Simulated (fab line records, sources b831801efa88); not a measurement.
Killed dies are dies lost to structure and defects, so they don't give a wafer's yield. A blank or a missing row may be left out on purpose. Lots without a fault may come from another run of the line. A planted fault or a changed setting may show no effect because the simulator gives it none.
Tool commonality check | flow gf180mcu | 12 lots, 36 wafers sampled

WHY IT WAS OPENED
At GF_VT_IMPLANT_RS_MEAS_48 the reading LVPWELL_RS is flagged on 2 of 12 lots. Wafers without a fault read 1196.7 ohm/sq, standard deviation 2.6.
Rule: a lot is flagged when every wafer of it that has a number lies more than 4 standard deviations from that mean, or none has a number. The other lots count as sound.

lot  | measured     | on            | LVPWELL_RS (ohm/sq), wafer by wafer | flag
L145 | day 7 18:54  | film_metro-04 | 1196.6 1198.5 1196.9                |
L146 | day 8 03:22  | film_metro-01 | 1196.2 1196.8 1197.5                |
L147 | day 8 08:23  | film_metro-01 | 1196.2 1193.3 1197.0                |
L148 | day 8 13:53  | film_metro-01 | 1253.8 1257.4 1254.3                | FLAGGED
L151 | day 9 10:34  | film_metro-01 | 1252.4 1253.1 1255.3                | FLAGGED
L157 | day 11 06:44 | film_metro-04 | 1196.2 1194.2 1196.0                |
L160 | day 11 22:02 | film_metro-04 | 1197.6 1195.9 1193.7                |
L162 | day 12 13:31 | film_metro-01 | 1193.4 1192.8 1190.7                |
L163 | day 13 07:41 | film_metro-04 | 1194.5 1198.5 1196.3                |
L165 | day 13 19:47 | film_metro-01 | 1198.1 1201.3 1201.0                |
L166 | day 13 20:05 | film_metro-02 | 1195.2 1194.1 1197.8                |
L167 | day 14 01:32 | film_metro-04 | 1198.2 1197.0 1195.6                |
The numbers of the flagged lots are 1254.4 ohm/sq on average: +57.7 ohm/sq against the usual, or +22 standard deviations.

WHICH TOOL RAN EACH LOT
The record holds 1 process step before the reading, out of a route of 602 steps. In each cell: the tool, then ch and the chambers that the sampled wafers went through, then the start.
lot  | flag    | GF_LVPWELL_IMPLANT_08
L145 |         | implanter-02 ch 0, day 4 01:45
L146 |         | implanter-04 ch 0, day 4 10:21
L147 |         | implanter-02 ch 0, day 4 15:05
L148 | FLAGGED | implanter-02 ch 0, day 4 19:37
L151 | FLAGGED | implanter-02 ch 0, day 5 12:06
L157 |         | implanter-01 ch 0, day 6 23:25
L160 |         | implanter-01 ch 0, day 7 12:11
L162 |         | implanter-01 ch 0, day 8 00:56
L163 |         | implanter-02 ch 0, day 8 15:43
L165 |         | implanter-02 ch 0, day 9 01:25
L166 |         | implanter-04 ch 0, day 9 01:29
L167 |         | implanter-04 ch 0, day 9 06:05
What these steps do:
- GF_LVPWELL_IMPLANT_08
- GF_VT_IMPLANT_RS_MEAS_48: measures by four-point-probe.

FLAGGED OVER TOTAL, TOOL BY TOOL (the gauges that took the reading come last)
step                     | tool          | lots run | flagged | share of the flagged lots | sound lots run after its first flagged lot
GF_LVPWELL_IMPLANT_08    | implanter-01  | 3        | 0       | none                      | -
GF_LVPWELL_IMPLANT_08    | implanter-02  | 6        | 2       | all                       | 2 (L163,L165)
GF_LVPWELL_IMPLANT_08    | implanter-04  | 3        | 0       | none                      | -
GF_VT_IMPLANT_RS_MEAS_48 | film_metro-01 | 6        | 2       | all                       | 2 (L162,L165)
GF_VT_IMPLANT_RS_MEAS_48 | film_metro-02 | 1        | 0       | none                      | -
GF_VT_IMPLANT_RS_MEAS_48 | film_metro-04 | 5        | 0       | none                      | -

WHAT THE TABLE ALLOWS
2 rows of the table ran every flagged lot: implanter-02 at GF_LVPWELL_IMPLANT_08, film_metro-01 at GF_VT_IMPLANT_RS_MEAS_48.
- implanter-02 at GF_LVPWELL_IMPLANT_08: 2 of its 6 lots flagged. Sound lots ran on it after the first flagged one (L163, L165), which a lasting fault on the whole tool wouldn't allow. Its own readings lie more than 4 standard deviations out on every wafer of the flagged lots: beam_energy_keV.
- film_metro-01 at GF_VT_IMPLANT_RS_MEAS_48: 2 of its 6 lots flagged. Sound lots ran on it after the first flagged one (L162, L165), which a lasting fault on the whole tool wouldn't allow.
No row of the table ran every flagged lot and no sound lot after the first.

WHAT THE SIMULATOR HAD PUT IN
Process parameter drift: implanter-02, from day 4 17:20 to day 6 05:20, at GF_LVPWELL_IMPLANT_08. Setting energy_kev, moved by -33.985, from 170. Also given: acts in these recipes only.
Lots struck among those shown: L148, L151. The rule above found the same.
